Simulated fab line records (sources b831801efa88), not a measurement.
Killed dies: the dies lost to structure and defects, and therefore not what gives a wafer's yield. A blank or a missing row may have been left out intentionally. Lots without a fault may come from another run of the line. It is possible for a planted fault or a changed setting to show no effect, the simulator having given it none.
Split-lot trial    flow gf180mcu    23 wafers read across 5 lots, on a route 602 steps long

ABOUT THE SPLIT
At GF_MVSD_IMPLANT_08, the setting dose_cm2 was moved away from the recipe's 1.6e+13 on 11 of the 23 wafers read, by -10.6% to +8.4%. For the rest of the wafers, this setting stayed at what the recipe calls for.

FROM THE SPLIT TO THE READING: what the file shows between them, 2 steps
- GF_MVSD_IMPLANT_09
- GF_MVSD_STRIP_10: strips in O2/N2

THE READING
MVSD_TW, at GF_MVSD_TW_MEAS_11. Fault-free wafers of this fab line usually give 1568, standard deviation 6.1.

wafer   tool, chamber at the split  dose_cm2 as run  against the recipe  MVSD_TW  against lot-mates on the recipe
L074.2  implanter-01, 0             1.6e+13          recipe              1563     -
L074.4  implanter-01, 0             1.6e+13          recipe              1561     -
L074.6  implanter-01, 0             1.6e+13          recipe              1567     -
L076.1  implanter-04, 0             1.6e+13          recipe              1558     -
L076.2  implanter-04, 0             1.735e+13        +8.4%               1606     +49
L076.3  implanter-04, 0             1.735e+13        +8.4%               1601     +44
L076.5  implanter-04, 0             1.735e+13        +8.4%               1592     +35
L076.6  implanter-04, 0             1.6e+13          recipe              1556     -
L077.1  implanter-02, 0             1.465e+13        -8.4%               1536     -42
L077.3  implanter-02, 0             1.6e+13          recipe              1582     -
L077.4  implanter-02, 0             1.6e+13          recipe              1573     -
L077.5  implanter-02, 0             1.465e+13        -8.4%               1540     -38
L077.6  implanter-02, 0             1.465e+13        -8.4%               1539     -38
L081.2  implanter-04, 0             1.6e+13          recipe              1580     -
L081.3  implanter-04, 0             1.6e+13          recipe              1561     -
L081.4  implanter-04, 0             1.701e+13        +6.3%               1590     +17
L081.5  implanter-04, 0             1.6e+13          recipe              1577     -
L081.6  implanter-04, 0             1.701e+13        +6.3%               1600     +27
L084.1  implanter-04, 0             1.6e+13          recipe              1568     -
L084.2  implanter-04, 0             1.431e+13        -10.6%              1517     -52
L084.3  implanter-04, 0             1.6e+13          recipe              1569     -
L084.4  implanter-04, 0             1.431e+13        -10.6%              1519     -50
L084.5  implanter-04, 0             1.431e+13        -10.6%              1514     -54

THE FIT
A straight line over all 23 wafers: MVSD_TW changes by +4.17 for each +1% of dose_cm2; r = +0.96; the points scatter about the line by 7.8.
The same after taking each lot's own level away (the mean of its wafers on the recipe; 23 wafers): +4.74 for each +1%; r = +0.98; scatter 5.3.
On that fit, the largest move of dose_cm2 shifts the reading by 50.
From 1557.0 to 1577.5: that is the span of the lots' own levels, equal to 3.4 times the standard deviation above.
So the slope is not independent of the lot-to-lot level: the two fits are not the same.
Check: for one of the wafers moved furthest among these (-10.6%), held out of the fit, the line's prediction against its lot-mates is -50.3. It came out at -51.5 against them.

THESE WAFERS: OTHER SPLITS
Other splits were also applied to these wafers ahead of the reading. Each is held against what the fit with the lots' levels taken away leaves over:
other split on the same wafers    wafers away from the commonest value  r with MVSD_TW (lot level and that fit taken away)
GF_STI_OXIDATION_01 temp_c        18                                    +0.11
GF_STI_WET_ETCH_27 time_s         15                                    +0.16
GF_NWELL_SOFTBAKE_03 temp_c       9                                     +0.12
GF_LVPWELL_COAT_02 resist_thk_nm  7                                     +0.14
GF_LVPWELL_IMPLANT_09 dose_cm2    8                                     +0.11

FILE'S OWN FIT
MVSD_TW changes by +4.71 for each +1% of dose_cm2, r = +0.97.
